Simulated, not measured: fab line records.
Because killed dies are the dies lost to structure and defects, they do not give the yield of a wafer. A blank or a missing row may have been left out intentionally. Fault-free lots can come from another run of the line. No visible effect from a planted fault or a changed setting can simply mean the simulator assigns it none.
Chamber matching / flow sky130 / cmp-02 running SKY_VIA3_CMP_02: 4 sister chambers
The step polishes SiO2. 8 wafers are shown with their chamber, then 8 later ones without.

== EACH WAFER AND ITS CHAMBER ==
wafer=L309.6; chamber=1; motor_current_A (A)=10.6; head_pressure_psi (psi)=4.001
wafer=L310.5; chamber=2; motor_current_A (A)=12.1; head_pressure_psi (psi)=4.007
wafer=L311.2; chamber=1; motor_current_A (A)=12.1; head_pressure_psi (psi)=3.979
wafer=L311.6; chamber=3; motor_current_A (A)=12.5; head_pressure_psi (psi)=4.011
wafer=L314.1; chamber=0; motor_current_A (A)=11.1; head_pressure_psi (psi)=3.999
wafer=L314.5; chamber=2; motor_current_A (A)=12.3; head_pressure_psi (psi)=4.008
wafer=L314.6; chamber=3; motor_current_A (A)=12.1; head_pressure_psi (psi)=4.000
wafer=L315.2; chamber=0; motor_current_A (A)=10.2; head_pressure_psi (psi)=4.013

== WAFERS WITH NO CHAMBER GIVEN ==
wafer=L315.3; motor_current_A (A)=12.5; head_pressure_psi (psi)=3.986
wafer=L315.4; motor_current_A (A)=11.4; head_pressure_psi (psi)=4.000
wafer=L322.3; motor_current_A (A)=12.7; head_pressure_psi (psi)=3.995
wafer=L322.4; motor_current_A (A)=10.3; head_pressure_psi (psi)=4.013
wafer=L322.5; motor_current_A (A)=12.0; head_pressure_psi (psi)=3.991
wafer=L326.1; motor_current_A (A)=11.6; head_pressure_psi (psi)=4.008
wafer=L326.3; motor_current_A (A)=11.8; head_pressure_psi (psi)=3.994
wafer=L326.5; motor_current_A (A)=12.3; head_pressure_psi (psi)=3.990

== EACH ONE'S CHAMBER ==
wafer=L315.3; from the rows above=can't be placed: 1 or 3 or 2 or 0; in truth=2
wafer=L315.4; from the rows above=can't be placed: 1 or 0 or 2 or 3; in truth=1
wafer=L322.3; from the rows above=can't be placed: 3 or 2 or 1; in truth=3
wafer=L322.4; from the rows above=can't be placed: 0 or 1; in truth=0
wafer=L322.5; from the rows above=can't be placed: 1 or 3 or 2 or 0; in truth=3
wafer=L326.1; from the rows above=can't be placed: 2 or 3 or 0 or 1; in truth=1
wafer=L326.3; from the rows above=can't be placed: 1 or 3 or 2 or 0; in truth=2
wafer=L326.5; from the rows above=can't be placed: 1 or 3 or 2 or 0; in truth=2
Correctly placed: 0 of 8. Cannot be placed on the basis of these rows: 8; the candidates contain the true chamber in 8. Placed wrongly: 0.
How it was worked out, from the rows above alone: a wafer's distance from a chamber is the root of the sum, over the readings, of the square of ((its reading less the chamber's mean) divided by the reading's scatter). If the next closest chamber is less than 2 further off than the closest, the wafer can't be placed; otherwise it belongs to the closest. A chamber's mean is the mean of its shown wafers. How the scatter is found: for the shown wafers, subtract from each reading the mean of its chamber, square and add these, divide the total by (wafers less chambers), then take the root.
